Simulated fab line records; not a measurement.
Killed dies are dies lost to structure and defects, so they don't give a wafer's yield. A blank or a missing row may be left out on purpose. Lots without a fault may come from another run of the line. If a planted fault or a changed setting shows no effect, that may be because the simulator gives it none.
A struck lot beside a sound one || flow sky130 || 16 steps out of a route of 708
Sound: these wafers, L993.2, L993.3, L993.4. Struck: wafers L999.1, L999.4, L999.6. The cause is named last.
Order at every step that has rows: each side's tool, ch and its chambers, its first start. Under that, the readings that differ: sound wafers || struck wafers || difference of the means || sigmas: that difference in standard deviations of wafers without a fault.
alike: same words and numbers on both sides, and readings whose means sit less than 2 such deviations apart. not compared: any withheld reading, any reading some wafer has no value for, any bound like >300 that may hide the same value, and any number with overlapping values for which the record gives no deviation.
The two part at a step that has a row with sigmas, a row that says differs or no value, or rows on one side only. Numbers that don't overlap but have no deviation are shown without sigmas and don't part them. A reading that every wafer of one side lacks parts them only if that side has two wafers or more.

SKY_LDD_HVN_OVL_MEAS_07:
  sound: overlay-01 at day 22 07:02; struck: overlay-01 at day 24 10:53
  alike: LDD_HVN_OVL
following that, these wafers have no rows for 1 step: SKY_LDD_HVN_IMPLANT_08.
SKY_LDD_HVN_STRIP_09: strips in O2/N2.
  sound on plasmaAsher-03 ch 0,1, day 22 07:13; struck on plasmaAsher-04 ch 0, day 24 11:04
  alike: drypumpMotorCurrentA, oesProductAu, stripTimeToEndpointS
  not compared: rfHoursCounterH
SKY_LDD_HVN_TW_MEAS_10:
  sound: filmMetro-02 at day 22 07:20; struck: filmMetro-04 at day 24 11:10
{"reading": "LDD_HVN_TW", "sound": "1420 1420 1418", "struck": "1429 1434 1432", "difference": "+12", "sigmas": "+2"}
then, 7 steps without rows for these wafers: SKY_LDD_HVP_DEHYDRATE_00 (time 60 s); SKY_LDD_HVP_HMDS_01 (prime time 60 s); SKY_LDD_HVP_COAT_02 (resist thk 300 nm); SKY_LDD_HVP_SOFTBAKE_03 (time 60 s); SKY_LDD_HVP_EXPOSE_04 (exposes mask HVPTM, target cd 700 nm); SKY_LDD_HVP_PEB_05; SKY_LDD_HVP_DEVELOP_06 (develop time 60 s).
SKY_LDD_HVP_OVL_MEAS_07:
  sound: overlay-02 at day 23 12:38; struck: overlay-01 at day 25 16:04
  alike: LDD_HVP_OVL
SKY_LDD_HVP_IMPLANT_08:
  sound on implanter-01 ch 0, day 23 12:41; struck on implanter-01 ch 0, day 25 16:07
{"reading": "beamEnergyKeV", "sound": "19.995 19.996 19.999", "struck": "23.646 23.648 23.645", "difference": "+3.650", "sigmas": "+99 or more"}
{"reading": "model.implant.rpNm (nm)", "sound": "60.13 60.13 60.13", "struck": "74.94 74.94 74.94", "difference": "+14.81", "sigmas": ""}
{"reading": "model.implant.drpNm (nm)", "sound": "28.53 28.53 28.53", "struck": "33.62 33.62 33.62", "difference": "+5.09", "sigmas": ""}
SKY_LDD_HVP_STRIP_09: strips in O2/N2.
  sound on plasmaAsher-01 ch 0,1, day 23 12:49; struck on plasmaAsher-01 ch 0,1, day 25 16:16
  alike: drypumpMotorCurrentA, oesProductAu, stripTimeToEndpointS
  not compared: rfHoursCounterH
SKY_LDD_HVP_TW_MEAS_10:
  sound: filmMetro-03 at day 23 12:55; struck: filmMetro-03 at day 25 16:35
{"reading": "LDD_HVP_TW", "sound": "457.9 457.6 454.3", "struck": "473.4 467.9 469.5", "difference": "+13.7", "sigmas": "+7"}
  not compared: hold
-- the record jumps here: 23 days lie between the struck wafers' starts before and after (it left off in module LDD_HVP and takes up again in module PAD_OPEN, whose first step shown is number 708 of the route) --
SKY_PAD_OPEN_PROBE_99:
  sound: prober-01 at day 47 05:20; struck: prober-01 at day 48 16:46
{"reading": "model.etest.tip_p_5v.rsOhmSq", "sound": "2891 2910 2911", "struck": "2751 2736 2758", "difference": -156, "sigmas": ""}
{"reading": "model.etest.pfetG5v0d10v5.offLog10AUm", "sound": "-12.47 -12.92 -12.74", "struck": "-11.82 -11.34 -11.58", "difference": "+1.13", "sigmas": ""}
  alike: killed_at_M0_to_M3, killed_at_M4_up, killedAtContacts, killedAtFrontEnd, killedAtOther, killedDies, killedOpen, killedShort

== WHERE THEY PART ==
At SKY_LDD_HVN_TW_MEAS_10 first; at SKY_LDD_HVP_TW_MEAS_10 last (within this record only). Later steps at which nothing parts them and some readings are alike: SKY_PAD_OPEN_PROBE_99.

WHY: what had been put in by the simulator
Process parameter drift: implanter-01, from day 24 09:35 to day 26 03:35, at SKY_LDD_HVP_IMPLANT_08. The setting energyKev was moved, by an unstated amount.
